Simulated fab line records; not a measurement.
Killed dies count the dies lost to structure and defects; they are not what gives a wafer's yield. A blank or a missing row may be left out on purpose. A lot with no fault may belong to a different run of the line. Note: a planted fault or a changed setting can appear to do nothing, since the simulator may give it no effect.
fab line records	flow sky130
record lots=7	wafers=21	last-day=50
route steps=708 shown METAL1@446 VIA1@458
lots untouched by any fault: they come from a run of this same line in which no faults occurred
start-h: hours from the record's opening day to when the first of the lot's shown wafers began	wait-h: how many hours have passed since the lot's step before this one	" repeats the value in the row above	L1.1+2: a single row standing in for several wafers	- no value, or no start was given	* or withheld: withheld	< > ~ a bound
route shown NAME@n: a module of which the file shows steps, and the number in the route of the first	usual: average and standard deviation across the fault-free wafers	same: alike in all rows	chamber/n: place in a boat	sites: readings site by site	_std_site: the standard deviation of these	_edge_site: the outer-site mean with the inner-site mean subtracted	radius-mm: how far each site lies from the wafer's centre	mask NAME#n: copy n	behind: the last tool/chamber to shape the wafer	hold: reason for holding the lot/hours on hold/outcome of the hold	device: the transistor (n, p or np) that didn't switch	end of line: at the end of the route, the tests of the same wafers	step lacking rows: just its recipe	killed: at the first sort, the dies lost to defects and structure; wafer yield is something else	map: the dies of a wafer, with x for killed, . for not killed, _ for no die there
set.NAME: the setting as run; set.NAME@STEP: as run at that earlier step	model.NAME: the simulator's own value behind a step, which no gauge read
certain route steps with their lots: each step a table, each wafer a row
services: a tool's chamber out of use, with start hour (start-h, from the record's first day; less than 0 if before it), hours out, and reason
## steps
# step SKY_METAL1_EXPOSE_12
# recipe mask-id=MM1	na=0.8	source-shape=annular	sigma-inner=0.55	sigma-outer=0.85	target-cd-nm=140	dose-mj=28
# step SKY_METAL1_PEB_13
# recipe peb-temp-c=withheld	peb-time-s=withheld	resist=KrF-thick
# step SKY_METAL1_DEVELOP_14
# recipe develop-time-s=60	resist=KrF-thick	dev-temp-c=21
# step SKY_METAL1_CD_MEAS_15
# recipe target-cd-nm=140
# usual cd-nm=139.8/1.9
lot.wafer	tool	chamber	start-h	wait-h	cd-nm
L748.3	cd-sem-02	-	789.45	-	138.6
L748.4	"	-	"	"	139.7
L748.5	"	-	"	"	140.3
L747.1	cd-sem-02	-	794.98	-	136.5
L747.3	"	-	"	"	135.7
L747.6	"	-	"	"	136.8
L753.2	cd-sem-02	-	830.70	-	138.9
L753.4	"	-	"	"	138.7
L753.6	"	-	"	"	139.5
L760.1	cd-sem-02	-	884.33	-	140.4
L760.3	"	-	"	"	139.7
L760.5	"	-	"	"	142.0
L765.1	cd-sem-02	-	920.98	-	140.8
L765.4	"	-	"	"	142.0
L765.6	"	-	"	"	142.2
L766.1	cd-sem-01	-	926.23	-	143.9
L766.3	"	-	"	"	144.3
L766.5	"	-	"	"	142.2
L768.3	cd-sem-02	-	934.37	-	140.3
L768.5	"	-	"	"	137.6
L768.6	"	-	"	"	139.6
# step SKY_METAL1_OVL_MEAS_16
# usual METAL1_OVL=4/5.6
lot.wafer	tool	chamber	start-h	wait-h	METAL1_OVL[nm]
L748.3	overlay-02	-	789.54	0.1	-7
L748.4	"	-	"	"	-14
L748.5	"	-	"	"	-9
L747.1	overlay-02	-	795.10	0.1	2
L747.3	"	-	"	"	6
L747.6	"	-	"	"	4
L753.2	overlay-02	-	830.81	0.1	14
L753.4	"	-	"	"	10
L753.6	"	-	"	"	8
L760.1	overlay-02	-	884.45	0.1	1
L760.3	"	-	"	"	-1
L760.5	"	-	"	"	-6
L765.1	overlay-01	-	921.10	0.1	12
L765.4	"	-	"	"	14
L765.6	"	-	"	"	6
L766.1	overlay-01	-	926.35	0.1	4
L766.3	"	-	"	"	4
L766.5	"	-	"	"	3
L768.3	overlay-02	-	934.46	0.1	2
L768.5	"	-	"	"	3
L768.6	"	-	"	"	6
# step SKY_METAL1_DESCUM_17
# recipe chemistry=O2	source-power-w=150	bias-power-w=0	pressure-mtorr=10	temp-c=40	time-s=8
# usual drypump-motor-current-A=5.5/0.54	oes-product-au=1.000/0.0096	rf-fwd-power-W=147.3/0.74
# same bias-power-w=0
lot.wafer	tool	chamber	start-h	wait-h	drypump-motor-current-A	oes-product-au	rf-fwd-power-W	rf-hours-counter-h
L748.3	rie-metal-04	0	789.58	0.0	6.1	1.007	148.7	-
L748.4	"	1	"	"	5.0	0.998	147.5	-
L748.5	"	0	"	"	6.1	1.002	148.6	-
L747.1	rie-metal-03	1	795.14	0.0	5.2	1.005	146.2	13
L747.3	"	1	"	"	5.2	1.004	146.0	-
L747.6	"	0	"	"	5.8	1.001	147.4	-
L753.2	rie-metal-04	1	830.84	0.0	5.0	0.997	146.8	2
L753.4	"	0	"	"	6.1	1.005	148.9	-
L753.6	"	1	"	"	5.1	1.001	146.9	-
L760.1	rie-metal-02	0	884.49	0.0	6.0	1.000	148.0	1
L760.3	"	0	"	"	6.0	1.005	146.7	-
L760.5	"	0	"	"	6.0	0.999	147.5	-
L765.1	rie-metal-04	0	921.14	0.0	6.1	1.014	148.0	11
L765.4	"	0	"	"	6.1	1.016	147.8	-
L765.6	"	0	"	"	6.1	1.018	148.2	-
L766.1	rie-metal-02	0	926.39	0.0	6.0	0.997	147.7	3
L766.3	"	1	"	"	4.7	0.975	146.5	-
L766.5	"	1	"	"	4.7	0.987	145.8	-
L768.3	rie-metal-02	1	934.50	0.0	4.7	0.990	147.0	-
L768.5	"	0	"	"	6.0	0.990	147.5	-
L768.6	"	1	"	"	4.7	0.996	147.1	-
# step SKY_METAL1_ETCH_18
# recipe chemistry=N2/H2	target=BARC	ion-energy-ev=200	bias-w=100	pressure-mtorr=30	n2-flow-sccm=100	h2-flow-sccm=200	icp-w=500	stop-on=SiO2	time-s=44.24	target-depth-a=600
# usual drypump-motor-current-A=5.5/0.55	n2-flow-sccm=100.00/0.28	oes-product-au=0.873/0.0045	rf-fwd-power-W=494.9/2.1	throttle-valve-pct=13.226/0.0099
lot.wafer	tool	chamber	start-h	wait-h	drypump-motor-current-A	n2-flow-sccm	oes-product-au	rf-fwd-power-W	rf-hours-counter-h	throttle-valve-pct
L748.3	rie-metal-04	0	789.62	0.0	6.1	100.55	0.879	498.6	-	13.233
L748.4	"	1	"	"	5.0	99.64	0.877	495.6	-	13.221
L748.5	"	0	"	"	6.1	100.24	0.866	496.6	-	13.231
L747.1	rie-metal-03	1	795.17	0.0	5.3	100.00	0.877	490.0	13	13.239
L747.3	"	1	"	"	5.3	100.39	0.881	489.3	-	13.216
L747.6	"	0	"	"	5.8	100.21	0.873	496.4	-	13.233
L753.2	rie-metal-04	1	830.87	0.0	5.0	100.06	0.875	493.1	2	13.239
L753.4	"	0	"	"	6.1	100.17	0.872	497.7	-	13.237
L753.6	"	1	"	"	5.1	99.93	0.883	495.1	-	13.222
L760.1	rie-metal-02	0	884.52	0.0	6.0	99.75	0.876	495.0	1	13.232
L760.3	"	0	"	"	6.0	99.65	0.866	496.7	-	13.230
L760.5	"	0	"	"	6.0	100.29	0.873	497.0	-	13.227
L765.1	rie-metal-04	0	921.18	0.0	6.1	99.55	0.882	495.1	11	13.233
L765.4	"	0	"	"	6.1	99.77	0.876	495.1	-	13.236
L765.6	"	0	"	"	6.1	100.02	0.875	496.0	-	13.221
L766.1	rie-metal-02	0	926.42	0.0	6.0	100.47	0.884	497.2	3	13.241
L766.3	"	1	"	"	4.7	99.76	0.873	494.2	-	13.225
L766.5	"	1	"	"	4.7	100.15	0.878	492.9	-	13.240
L768.3	rie-metal-02	1	934.54	0.0	4.7	99.59	0.875	495.9	-	13.232
L768.5	"	0	"	"	6.0	99.98	0.873	493.7	-	13.218
L768.6	"	1	"	"	4.7	99.67	0.876	495.9	-	13.217
# step SKY_METAL1_METAL_ETCH_19
# recipe target-depth-a=3600	stop-on=SiO2	over-etch-frac=0.3	time-s=78	chemistry=Cl2/BCl3	resist-sidewall-deg=88	pressure-mtorr=10	icp-w=900	bias-w=48.5	Cl2_flow_sccm=60	bcl3-flow-sccm=30
# usual drypump-motor-current-A=5.5/0.55	oes-product-au=0.856/0.006	rf-fwd-power-W=894.1/3	throttle-valve-pct=22.264/0.0096
# same over-etch-frac=0.3
lot.wafer	tool	chamber	start-h	wait-h	drypump-motor-current-A	oes-product-au	rf-fwd-power-W	rf-hours-counter-h	throttle-valve-pct
L748.3	rie-metal-04	0	789.69	0.1	6.1	0.853	893.4	-	22.269
L748.4	"	1	"	"	5.0	0.846	890.8	-	22.271
L748.5	"	0	"	"	6.1	0.853	896.5	-	22.255
L747.1	rie-metal-03	1	795.23	0.0	5.2	0.858	898.4	13	22.273
L747.3	"	1	"	"	5.2	0.864	893.5	-	22.259
L747.6	"	0	"	"	5.8	0.860	899.8	-	22.245
L753.2	rie-metal-04	1	830.93	0.0	5.1	0.852	892.6	2	22.241
L753.4	"	0	"	"	6.1	0.852	895.8	-	22.270
L753.6	"	1	"	"	5.0	0.852	892.9	-	22.271
L760.1	rie-metal-02	0	884.58	0.0	6.0	0.855	895.1	1	22.251
L760.3	"	0	"	"	6.0	0.869	896.5	-	22.258
L760.5	"	0	"	"	6.0	0.866	894.5	-	22.278
L765.1	rie-metal-04	0	921.26	0.1	6.1	0.844	892.4	11	22.266
L765.4	"	0	"	"	6.1	0.852	893.8	-	22.280
L765.6	"	0	"	"	6.1	0.848	892.0	-	22.263
L766.1	rie-metal-02	0	926.48	0.0	6.0	0.857	891.5	3	22.270
L766.3	"	1	"	"	4.7	0.864	898.4	-	22.259
L766.5	"	1	"	"	4.7	0.856	893.5	-	22.268
L768.3	rie-metal-02	1	934.61	0.1	4.7	0.860	890.2	-	22.269
L768.5	"	0	"	"	6.0	0.856	896.8	-	22.262
L768.6	"	1	"	"	4.7	0.862	892.9	-	22.265
# step SKY_METAL1_STRIP_20
# recipe chemistry=O2/N2	power-w=1400	pressure-mtorr=1500	platen-temp-c=withheld	o2-flow-sccm=3000	n2-flow-sccm=300	overash-fraction=0.5
# usual drypump-motor-current-A=5.8/0.49	n2-flow-sccm=299.8/0.88	oes-product-au=0.343/0.0045	strip-time-to-endpoint-s=2.71/0.047
lot.wafer	tool	chamber	start-h	wait-h	drypump-motor-current-A	n2-flow-sccm	oes-product-au	rf-hours-counter-h	strip-time-to-endpoint-s
L748.3	plasma-asher-04	0	789.79	0.1	5.1	301.5	0.341	-	2.72
L748.4	"	1	"	"	6.3	302.5	0.341	-	2.76
L748.5	"	1	"	"	6.3	300.0	0.348	-	2.72
L747.1	plasma-asher-03	0	795.32	0.1	5.3	300.7	0.347	68	2.77
L747.3	"	0	"	"	5.3	300.6	0.346	-	2.74
L747.6	"	1	"	"	5.5	301.5	0.339	-	2.75
L753.2	plasma-asher-03	0	831.02	0.1	5.3	301.8	0.343	72	2.69
L753.4	"	1	"	"	5.5	300.4	0.339	-	2.67
L753.6	"	1	"	"	5.5	300.0	0.342	-	2.71
L760.1	plasma-asher-02	1	884.67	0.1	6.5	300.5	0.343	15	2.68
L760.3	"	1	"	"	6.5	298.4	0.337	-	2.67
L760.5	"	0	"	"	6.0	299.6	0.343	-	2.69
L765.1	plasma-asher-02	1	921.38	0.1	6.5	299.4	0.344	18	2.64
L765.4	"	1	"	"	6.5	299.8	0.341	-	2.62
L765.6	"	0	"	"	6.0	299.0	0.341	-	2.61
L766.1	plasma-asher-03	0	926.57	0.1	5.3	300.2	0.347	81	2.73
L766.3	"	0	"	"	5.3	299.9	0.352	-	2.75
L766.5	"	0	"	"	5.3	299.6	0.342	-	2.81
L768.3	plasma-asher-03	0	934.71	0.1	5.3	299.0	0.343	-	2.73
L768.5	"	1	"	"	5.5	299.7	0.348	-	2.71
L768.6	"	0	"	"	5.3	299.1	0.347	-	2.75
# step SKY_METAL1_STRIP_21
# recipe chemistry=post-etch-residue-remover	time-s=1200	temp-c=72.5
# step SKY_METAL1_CLEAN_22
# recipe chemistry=IPA	time-s=180	temp-c=25
# step SKY_METAL1_CLEAN_23
# recipe chemistry=O3/DIW	dry=n2-spin
# step SKY_VIA1_HDPCVD_00
# recipe material=SiO2	target-thk-nm=1030	sigma-open-frac=0.3	time-s=171.7	temp-c=400	sih4-flow-sccm=60	pressure-mtorr=6
# usual sih4-flow-sccm=59.99/0.21
lot.wafer	tool	chamber	start-h	wait-h	sih4-flow-sccm	model.SiO2_of_VIA1_HDPCVD_00.thk-nm
L748.3	hdpcvd-02	0	790.34	0.0	59.92	1029
L748.4	"	0	"	"	59.37	1036
L748.5	"	1	"	"	59.90	1046
L747.1	hdpcvd-01	2	795.92	0.0	59.95	1040
L747.3	"	0	"	"	59.88	1016
L747.6	"	0	"	"	60.03	1022
L753.2	hdpcvd-01	1	831.64	0.0	60.23	1025
L753.4	"	0	"	"	59.86	1001
L753.6	"	2	"	"	59.66	1043
L760.1	hdpcvd-01	1	885.27	0.0	59.97	1017
L760.3	"	2	"	"	59.98	1032
L760.5	"	0	"	"	59.80	1032
L765.1	hdpcvd-02	1	921.98	0.0	51.22	875.4
L765.4	"	0	"	"	59.76	1047
L765.6	"	1	"	"	51.05	877.3
L766.1	hdpcvd-02	2	927.19	0.0	59.97	1029
L766.3	"	0	"	"	60.05	1034
L766.5	"	1	"	"	51.30	883.3
L768.3	hdpcvd-02	1	935.26	0.0	50.88	875.2
L768.5	"	2	"	"	60.13	1023
L768.6	"	0	"	"	59.78	1044
# step SKY_VIA1_THK_MEAS_01
# recipe reads=SiO2_of_VIA1_HDPCVD_00
# usual VIA1_HDPCVD_THK=1033/14
lot.wafer	tool	chamber	start-h	wait-h	hold	VIA1_HDPCVD_THK[nm]
L748.3	film-metro-01	-	790.48	0.1	-	1028
L748.4	"	-	"	"	-	1036
L748.5	"	-	"	"	-	1045
L747.1	film-metro-01	-	796.03	0.1	-	1039
L747.3	"	-	"	"	-	1016
L747.6	"	-	"	"	-	1022
L753.2	film-metro-03	-	831.77	0.1	-	1026
L753.4	"	-	"	"	-	1001
L753.6	"	-	"	"	-	1043
L760.1	film-metro-01	-	885.39	0.1	-	1016
L760.3	"	-	"	"	-	1031
L760.5	"	-	"	"	-	1031
L765.1	film-metro-01	-	922.09	0.1	await-dispo/0.2h/release	875
L765.4	"	-	"	"	await-dispo/0.2h/release	1047
L765.6	"	-	"	"	await-dispo/0.2h/release	878
L765.1	film-metro-01	-	922.32	0.2	-	875
L765.4	"	-	"	"	-	1047
L765.6	"	-	"	"	-	877
L766.1	film-metro-03	-	927.31	0.1	await-dispo/0.2h/release	1029
L766.3	"	-	"	"	await-dispo/0.2h/release	1034
L766.5	"	-	"	"	await-dispo/0.2h/release	883
L766.1	film-metro-03	-	927.53	0.2	-	1030
L766.3	"	-	"	"	-	1034
L766.5	"	-	"	"	-	884
L768.3	film-metro-03	-	935.40	0.1	await-dispo/0.2h/release	875
L768.5	"	-	"	"	await-dispo/0.2h/release	1023
L768.6	"	-	"	"	await-dispo/0.2h/release	1044
L768.3	film-metro-03	-	935.62	0.2	-	876
L768.5	"	-	"	"	-	1023
L768.6	"	-	"	"	-	1043
# step SKY_VIA1_CMP_02
# recipe material=SiO2	down-force-psi=4	platen-rpm=60	pad-velocity-m-s=0.94248
# usual edge-zone-pressure-frac=1.000/0.0052	motor-current-A=11.5/1.8
lot.wafer	tool	chamber	start-h	wait-h	hold	edge-zone-pressure-frac	motor-current-A
L748.4	cmp-01	2	790.52	0.0	-	1.008	9.9
L748.3	"	0	"	"	-	0.991	12.2
L748.5	"	3	"	"	-	0.999	9.8
L747.1	cmp-01	3	796.19	0.1	-	1.002	9.9
L747.3	"	0	"	"	-	1.005	12.8
L747.6	"	1	"	"	-	1.000	11.7
L753.2	cmp-02	3	831.87	0.1	-	1.004	10.6
L753.4	"	1	"	"	-	1.003	14.1
L753.6	"	3	"	"	-	1.002	10.3
L760.1	cmp-02	1	885.55	0.1	-	1.002	14.6
L760.3	"	2	"	"	-	0.989	10.8
L760.5	"	0	"	"	-	0.986	14.0
L765.4	cmp-02	3	924.95	2.6	await-dispo/2.0h/release	1.005	10.1
L765.1	"	1	"	"	await-dispo/2.0h/release	0.999	14.7
L765.6	"	3	"	"	await-dispo/2.0h/release	1.004	10.6
L766.3	cmp-02	2	930.10	2.5	await-dispo/2.5h/release	0.992	10.3
L766.1	"	3	"	"	await-dispo/2.5h/release	1.005	10.3
L766.5	"	2	"	"	await-dispo/2.5h/release	1.000	10.5
L768.3	cmp-01	3	940.93	5.3	await-dispo/5.2h/release	0.997	9.8
L768.5	"	2	"	"	await-dispo/5.2h/release	0.998	10.2
L768.6	"	3	"	"	await-dispo/5.2h/release	1.000	9.9
## services
tool	chamber	start-h	hours	kind
hdpcvd-02	-	769.15	0.8	pm
cmp-01	-	777.55	0.9	repair
cmp-02	-	784.18	2.1	repair
rie-metal-03	-	787.59	2.8	pm
cmp-02	-	793.63	0.2	repair
hdpcvd-02	-	809.95	1.2	repair
cmp-02	-	811.31	5.6	pm
plasma-asher-03	-	817.15	2.2	repair
rie-metal-02	0	824.29	-	clean
rie-metal-02	0	824.29	25.0	scheduled-down
rie-metal-02	0	824.29	25.0	vent-cycle
rie-metal-04	0	836.80	2.4	repair
hdpcvd-01	-	841.93	6.0	pm
cmp-01	-	855.89	5.8	pm
rie-metal-04	-	857.12	2.8	pm
plasma-asher-04	-	868.70	3.2	repair
cmp-01	-	881.53	0.9	repair
plasma-asher-02	-	888.71	0.5	repair
hdpcvd-01	-	895.50	2.8	pm
rie-metal-04	1	899.53	11.4	repair
plasma-asher-04	-	904.56	2.8	pm
rie-metal-03	1	909.23	-	clean
cmp-01	-	912.11	4.0	pm
plasma-asher-03	-	926.67	0.9	repair
## key
first-sign step=SKY_VIA1_HDPCVD_00	reading=sih4-flow-sccm	direction=down	sigmas=43	usual=59.99	struck=51.11
effect step=SKY_VIA1_THK_MEAS_01	reading=visit	direction=added
effect step=SKY_VIA1_THK_MEAS_01	reading=VIA1_HDPCVD_THK	direction=down	sigmas=11	usual=1033	struck=878
model-effect step=SKY_VIA1_HDPCVD_00	value=SiO2_of_VIA1_HDPCVD_00.thk-nm	without=1032	struck=877.8
met-at SKY_VIA1_HDPCVD_00
struck-wafers L765.1,L765.6,L766.5,L768.3
sort-left-out L766.5
onset-between 790.34 921.98
fault kind=process-parameter-drift	tool=hdpcvd-02	chamber=1	onset-h=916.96	steps=SKY_VIA1_HDPCVD_00	channel=sih4-flow-sccm	offset=-9	shape=step	end-h=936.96	acts-in=these-recipes-only	stated=60
# sort-left-out: the simulated sort isn't trusted on such a fault, so these wafers' sort isn't shown, and their yield isn't known
